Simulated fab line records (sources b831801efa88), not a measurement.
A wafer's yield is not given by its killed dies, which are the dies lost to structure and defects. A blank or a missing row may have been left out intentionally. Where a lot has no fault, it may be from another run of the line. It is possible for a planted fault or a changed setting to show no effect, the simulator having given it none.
Which tool did it? ; flow gf180mcu ; 14 lots, 42 wafers sampled, at 3 steps of a route of 602

## WHAT EACH GAUGE READ, for each wafer
GF_VT_IMPLANT_OVL_MEAS_18. Usual: VT_IMPLANT_01_OVL gives 0.0 nm (standard deviation 1.4).
lot;measured;on;VT_IMPLANT_01_OVL (nm);flag
L995;day 6 10:11;overlay-01;-0.3 0.3 0.5;
L996;day 6 14:11;overlay-02;0.4 1.2 0.1;
L998;day 7 07:33;overlay-01;1.1 2.6 1.3;
L999;day 7 12:44;overlay-02;2.3 -0.1 1.5;
L100;day 7 16:45;overlay-02;-2.4 2.0 -2.8;
L102;day 8 10:33;overlay-02;-1.8 -1.6 -2.7;
L104;day 8 18:25;overlay-02;-2.4 -1.8 -0.3;
L105;day 8 23:44;overlay-01;-0.4 -0.9 2.0;
L106;day 9 09:02;overlay-01;-0.5 -1.5 -1.4;
L107;day 9 21:17;overlay-02;-0.6 0.6 1.2;
L109;day 10 12:05;overlay-01;-0.2 2.3 0.5;
L111;day 10 20:34;overlay-01;1.6 0.5 1.6;
L112;day 11 05:37;overlay-01;0.6 0.9 1.3;
L113;day 11 08:53;overlay-01;-1.4 -3.4 0.1;

GF_VT_IMPLANT_RS_MEAS_49: uses a four-point probe to measure. Usual: MVPSD_RS gives 1169 ohm/sq (standard deviation 3).
lot;measured;on;MVPSD_RS (ohm/sq);flag
L995;day 7 17:47;film metro-02;1167 1168 1165;
L996;day 7 21:41;film metro-04;1170 1167 1169;
L998;day 8 16:49;film metro-02;1173 1169 1174;
L999;day 8 22:36;film metro-03;1169 1167 1169;
L100;day 9 02:59;film metro-04;1168 1166 1171;
L102;day 9 21:16;film metro-03;1171 1168 1167;
L104;day 10 05:23;film metro-03;1169 1174 1171;
L105;day 10 12:02;film metro-03;1170 1173 1176;
L106;day 10 22:27;film metro-04;1164 1166 1169;
L107;day 11 10:05;film metro-03;1173 1174 1174;
L109;day 12 03:02;film metro-04;1163 1168 1166;
L111;day 12 11:57;film metro-02;1188 1185 1188;OFF
L112;day 12 21:49;film metro-04;1180 1181 1183;OFF
L113;day 13 00:11;film metro-02;1165 1171 1169;

## WHICH TOOL RAN EACH LOT (tool, then ch and the chambers of the sampled wafers, then the start)
lot;GF_MVPSD_IMPLANT_09
L995;implanter-03 ch 0, day 5 06:12
L996;implanter-03 ch 0, day 5 10:07
L998;implanter-02 ch 0, day 6 01:44
L999;implanter-02 ch 0, day 6 06:25
L100;implanter-02 ch 0, day 6 10:07
L102;implanter-01 ch 0, day 7 02:34
L104;implanter-02 ch 0, day 7 09:49
L105;implanter-03 ch 0, day 7 14:43
L106;implanter-03 ch 0, day 8 00:33
L107;implanter-02 ch 0, day 8 10:49
L109;implanter-03 ch 0, day 9 00:21
L111;implanter-03 ch 0, day 9 08:35
L112;implanter-03 ch 0, day 9 17:08
L113;implanter-02 ch 0, day 9 21:16
- GF_MVPSD_IMPLANT_09

## WHAT THE TOOLS THEMSELVES READ (means of the sampled wafers that have a number; where no wafer has one, the mark that the record gives instead)
The record holds no such reading with a usual standard deviation.

## THE ANSWER, worked out from the rows above alone
Rule: lot off if the mean of its wafers having a number is beyond 3 standard deviations from the usual mean. A lot without any number at a reading at which 4 lots or more have one is off too. The other lots that the step has rows for count as sound. The gauges are gone through in route order, then the tools' own readings, and for those a lot's mean is taken as printed above. At the first step where some lot is off, the reading lying furthest off is the one used; lots without a number count as furthest.
Off: at GF_VT_IMPLANT_RS_MEAS_49 (MVPSD_RS), L111, L112.
A tool fits if, at a process step before that reading, it ran every lot that is off, and no sound lot after the first of them. The gauges at GF_VT_IMPLANT_RS_MEAS_49 are tried like those tools. One fits: implanter-03 at GF_MVPSD_IMPLANT_09. A fault onset in the window from L109 (day 9 00:21, its last sound lot) to L111 (day 9 08:35, its first lot off) fits.

## WHAT THE SIMULATOR HAD INSERTED
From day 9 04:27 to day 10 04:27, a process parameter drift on implanter-03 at GF_MVPSD_IMPLANT_09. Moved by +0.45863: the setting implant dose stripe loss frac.
Lots struck among those shown: L111, L112. The rule above reached the same finding.
